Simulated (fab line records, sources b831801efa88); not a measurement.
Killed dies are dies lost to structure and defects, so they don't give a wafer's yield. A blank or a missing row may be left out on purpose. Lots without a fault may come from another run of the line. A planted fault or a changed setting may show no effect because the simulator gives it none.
fab line records | flow sky130
record lots=13 wafers=39 last_day=49
route steps=708 shown LI_CONTACT@384 LOCAL_INTERCONNECT@388 CONTACT@407
lots that met no fault: from a run of the same line without faults
start_h: hours from the record's first day to the start of the lot's first wafer shown | wait_h: hours since the lot's step before | " the same as in the row above | L1.1+2: a row that stands for several wafers | - no value, or no start given | * or withheld: withheld | < > ~ a bound
route shown NAME@n: a module of which the file shows steps, and the number in the route of the first | usual: mean/standard deviation of fault-free wafers | same: alike in all rows | chamber/n: place in a boat | sites: the reading at each site | _std_site: their standard deviation | _edge_site: outer sites' mean less inner sites' | radius_mm: how far each site lies from the wafer's centre | mask NAME#n: copy n | behind: the tool/chamber that last shaped the wafer | hold: why the lot was held/for how many hours/how that ended | device: the transistor (n, p or np) that didn't switch | end of line: the same wafers' tests at the end of the route | a step without rows: its recipe alone | killed: dies lost to structure and defects at the first sort, not the wafer's yield | map: a wafer's dies, x killed, . not, _ none there
set.NAME: the setting as run; set.NAME@STEP: as run at that earlier step | model.NAME: the simulator's own value behind a step, which no gauge read
steps of the route over a sample of lots; a table a step, a row a wafer
services: from which hour (start_h, from the record's first day; less than 0 if before it) a tool's chamber was out of use, for how many hours, and why
## steps
# step SKY_LI_CONTACT_RS_MEAS_22
# recipe thk_meas_gauge=four-point-probe reads=W_of_LI_CONTACT_CVD_21+TiN_of_LI_CONTACT_SPUTTER_20+Ti_of_LI_CONTACT_SPUTTER_19
# usual LI_CONTACT_W_RS=0.281/0.003
# columns lot.wafer tool chamber start_h wait_h LI_CONTACT_W_RS[ohm/sq]
L768.1 film_metro-02 - 684.79 0.1 0.283
L768.3 " - " " 0.282
L768.5 " - " " 0.279
L771.1 film_metro-04 - 719.04 0.1 0.278
L771.3 " - " " 0.273
L771.6 " - " " 0.272
L772.1 film_metro-01 - 731.64 0.1 0.283
L772.2 " - " " 0.282
L772.5 " - " " 0.285
L774.1 film_metro-01 - 732.05 0.1 0.280
L774.2 " - " " 0.284
L774.3 " - " " 0.279
L773.1 film_metro-04 - 732.53 0.1 0.277
L773.3 " - " " 0.278
L773.4 " - " " 0.284
L775.1 film_metro-01 - 742.28 0.1 0.280
L775.2 " - " " 0.282
L775.4 " - " " 0.278
L776.1 film_metro-02 - 756.11 0.1 0.283
L776.2 " - " " 0.283
L776.6 " - " " 0.282
L777.2 film_metro-01 - 756.55 0.1 0.285
L777.5 " - " " 0.285
L777.6 " - " " 0.287
L779.2 film_metro-02 - 776.59 0.2 0.281
L779.3 " - " " 0.284
L779.6 " - " " 0.284
L782.1 film_metro-01 - 792.30 0.1 0.284
L782.2 " - " " 0.281
L782.4 " - " " 0.281
L781.1 film_metro-01 - 797.98 0.1 0.286
L781.2 " - " " 0.278
L781.4 " - " " 0.283
L783.3 film_metro-01 - 801.55 0.1 0.280
L783.5 " - " " 0.281
L783.6 " - " " 0.282
L785.1 film_metro-01 - 836.26 0.1 0.281
L785.2 " - " " 0.284
L785.5 " - " " 0.284
# step SKY_LOCAL_INTERCONNECT_RS_MEAS_01
# recipe thk_meas_gauge=four-point-probe reads=TiN_of_LOCAL_INTERCONNECT_SPUTTER_00
# usual LOCAL_INTERCONNECT_TIN_RS=14.18/0.16
# columns lot.wafer tool chamber start_h wait_h LOCAL_INTERCONNECT_TIN_RS[ohm/sq]
L768.1 film_metro-04 - 685.33 0.0 14.19
L768.3 " - " " 14.26
L768.5 " - " " 14.31
L771.1 film_metro-03 - 719.58 0.0 14.19
L771.3 " - " " 14.45
L771.6 " - " " 14.44
L772.1 film_metro-03 - 732.18 0.0 14.05
L772.2 " - " " 14.00
L772.5 " - " " 14.12
L774.1 film_metro-03 - 732.59 0.0 14.44
L774.2 " - " " 14.25
L774.3 " - " " 14.03
L773.1 film_metro-01 - 733.07 0.0 14.16
L773.3 " - " " 14.36
L773.4 " - " " 14.33
L775.1 film_metro-03 - 742.82 0.0 14.35
L775.2 " - " " 14.08
L775.4 " - " " 14.22
L776.1 film_metro-03 - 756.66 0.0 14.28
L776.2 " - " " 14.01
L776.6 " - " " 14.17
L777.2 film_metro-01 - 757.09 0.1 13.96
L777.5 " - " " 14.05
L777.6 " - " " 14.19
L779.2 film_metro-04 - 777.14 0.1 13.89
L779.3 " - " " 13.89
L779.6 " - " " 13.90
L782.1 film_metro-01 - 792.84 0.0 14.48
L782.2 " - " " 14.26
L782.4 " - " " 14.32
L781.1 film_metro-03 - 798.52 0.0 14.23
L781.2 " - " " 14.24
L781.4 " - " " 13.91
L783.3 film_metro-03 - 802.09 0.1 14.36
L783.5 " - " " 14.17
L783.6 " - " " 14.29
L785.1 film_metro-03 - 836.80 0.0 14.25
L785.2 " - " " 14.06
L785.5 " - " " 14.01
# step SKY_LOCAL_INTERCONNECT_COAT_06
# recipe resist=KrF-thick spin_rpm=3000 resist_thk_nm=450
# columns lot.wafer tool chamber start_h wait_h
L768.1+3+5 litho_track-01 0 699 -
L771.1+3+6 litho_track-03 0 734 -
L772.1+2+5 litho_track-04 0 745 -
L774.1+2+3 litho_track-03 0 746 -
L773.1+3+4 litho_track-01 0 746 -
L775.1+2+4 litho_track-04 0 756 -
L776.1+2+6 litho_track-03 0 770 -
L777.2+5+6 litho_track-01 0 770 -
L779.2+3+6 litho_track-01 0 790 -
L782.1+2+4 litho_track-03 0 805 -
L781.1+2+4 litho_track-03 0 810 -
L783.3+5+6 litho_track-03 0 815 -
L785.1+2+5 litho_track-03 0 842 -
# step SKY_LOCAL_INTERCONNECT_STRIP_15
# recipe chemistry=O2/N2 power_w=1400 pressure_mtorr=1500 platen_temp_c=withheld o2_flow_sccm=3000 n2_flow_sccm=300 overash_fraction=0.5
# usual drypump_motor_current_A=5.7/0.67 oes_product_au=0.426/0.0048 strip_time_to_endpoint_s=4.706/0.023
# columns lot.wafer tool chamber start_h wait_h drypump_motor_current_A oes_product_au rf_hours_counter_h strip_time_to_endpoint_s
L768.1 plasma_asher-04 1 713.36 0.0 5.8 0.436 57 4.711
L768.3 " 1 " " 5.8 0.423 - 4.711
L768.5 " 1 " " 5.8 0.424 - 4.719
L771.1 plasma_asher-01 0 748.04 0.0 5.2 0.423 91 4.713
L771.3 " 1 " " 4.8 0.419 - 4.690
L771.6 " 0 " " 5.2 0.423 - 4.699
L772.1 plasma_asher-01 0 759.79 0.0 5.2 0.424 93 4.695
L772.2 " 1 " " 4.8 0.418 93 4.709
L772.5 " 0 " " 5.3 0.436 - 4.713
L774.1 plasma_asher-04 1 760.14 0.0 5.8 0.429 63 4.716
L774.2 " 0 " " 6.6 0.424 63 4.661
L774.3 " 0 " " 6.6 0.411 - 4.672
L773.1 plasma_asher-04 0 760.71 0.0 6.6 0.424 63 4.689
L773.3 " 1 " " 5.8 0.427 - 4.682
L773.4 " 0 " " 6.6 0.425 - 4.697
L775.1 plasma_asher-04 0 769.99 0.0 6.6 0.425 64 4.692
L775.2 " 1 " " 5.8 0.423 64 4.751
L775.4 " 0 " " 6.6 0.426 - 4.690
L776.1 plasma_asher-02 1 783.29 0.0 6.1 0.419 32 4.695
L776.2 " 0 " " 4.9 0.429 32 4.696
L776.6 " 1 " " 6.1 0.431 - 4.703
L777.2 plasma_asher-04 1 783.36 0.0 5.8 0.428 66 4.678
L777.5 " 1 " " 5.8 0.430 - 4.710
L777.6 " 0 " " 6.6 0.425 - 4.675
L779.2 plasma_asher-01 1 803.81 0.0 4.8 0.431 98 4.702
L779.3 " 1 " " 4.8 0.417 - 4.706
L779.6 " 0 " " 5.2 0.433 - 4.701
L782.1 plasma_asher-04 0 836.17 0.0 6.6 0.426 70 4.741
L782.2 " 1 " " 5.8 0.424 70 4.687
L782.4 " 1 " " 5.8 0.425 - 4.735
L781.1 plasma_asher-04 1 837.13 0.0 5.8 0.432 70 4.674
L781.2 " 0 " " 6.6 0.434 70 4.746
L781.4 " 0 " " 6.7 0.425 - 4.736
L783.3 plasma_asher-02 0 838.60 0.1 4.9 0.431 - 4.887
L783.5 " 0 " " 5.0 0.439 - 4.899
L783.6 " 1 " " 6.1 0.438 - 4.865
L785.1 plasma_asher-04 0 856.92 0.1 6.6 0.428 72 4.854
L785.2 " 1 " " 5.8 0.432 72 4.862
L785.5 " 0 " " 6.6 0.436 - 4.856
# step SKY_CONTACT_THK_MEAS_01
# recipe reads=Si3N4_of_CONTACT_CVD_00
# usual CONTACT_CVD_00_THK=74.9/1.2
# columns lot.wafer tool chamber start_h wait_h CONTACT_CVD_00_THK[nm]
L768.1 film_metro-03 - 714.05 - 72.9
L768.3 " - " " 72.8
L768.5 " - " " 76.4
L771.1 film_metro-03 - 748.73 - 74.7
L771.3 " - " " 75.6
L771.6 " - " " 75.6
L772.1 film_metro-03 - 760.42 - 74.2
L772.2 " - " " 72.2
L772.5 " - " " 74.4
L774.1 film_metro-02 - 760.81 - 74.3
L774.2 " - " " 75.8
L774.3 " - " " 75.2
L773.1 film_metro-02 - 761.36 - 75.4
L773.3 " - " " 74.3
L773.4 " - " " 76.1
L775.1 film_metro-02 - 770.63 - 74.8
L775.2 " - " " 73.7
L775.4 " - " " 74.0
L776.1 film_metro-03 - 783.92 - 72.6
L776.2 " - " " 73.7
L776.6 " - " " 74.8
L777.2 film_metro-02 - 783.99 - 75.5
L777.5 " - " " 75.4
L777.6 " - " " 76.4
L779.2 film_metro-02 - 804.45 - 73.2
L779.3 " - " " 75.6
L779.6 " - " " 75.8
L782.1 film_metro-01 - 836.79 - 75.5
L782.2 " - " " 75.7
L782.4 " - " " 75.4
L781.1 film_metro-03 - 837.75 - 77.0
L781.2 " - " " 74.7
L781.4 " - " " 77.2
L783.3 film_metro-02 - 839.23 - 73.9
L783.5 " - " " 75.6
L783.6 " - " " 75.3
L785.1 film_metro-02 - 857.56 - 75.1
L785.2 " - " " 74.7
L785.5 " - " " 76.6
## services
# columns tool chamber start_h hours kind
litho_track-04 - 677.37 - consumable_replace:filter
plasma_asher-02 - 711.60 2.8 pm
plasma_asher-04 - 718.68 1.3 repair
plasma_asher-02 - 738.30 37.4 repair
plasma_asher-04 - 754.40 3.5 repair
plasma_asher-04 - 772.64 0.4 repair
litho_track-03 - 786.97 - consumable_replace:filter
plasma_asher-04 - 812.93 2.6 repair
plasma_asher-01 - 814.01 2.3 repair
## key
first_sign step=SKY_LOCAL_INTERCONNECT_STRIP_15 reading=strip_time_to_endpoint_s direction=up sigmas=7 usual=* struck=*
effect none on later readings
met_at SKY_LOCAL_INTERCONNECT_COAT_06
struck_lots L783,L785
tester_left_out L783,L785
not_acting_at SKY_LI_CONTACT_RS_MEAS_22,SKY_LOCAL_INTERCONNECT_RS_MEAS_01,SKY_CONTACT_THK_MEAS_01
onset_between 810 815
also_fits time
fault kind=process_parameter_drift tool=litho_track-03 chamber=- onset_h=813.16 steps=SKY_LOCAL_INTERCONNECT_COAT_06 channel=resist_thk_nm offset=16.241 shape=step end_h=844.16 acts_in=these_recipes_only stated=450
# tester_left_out: of these lots the tester's yield and bins aren't shown, on N5 and GAA mostly nor the transistor test; their killed dies are dies lost to structure and defects alone, not to doping, threshold or leakage, so they don't give the yield
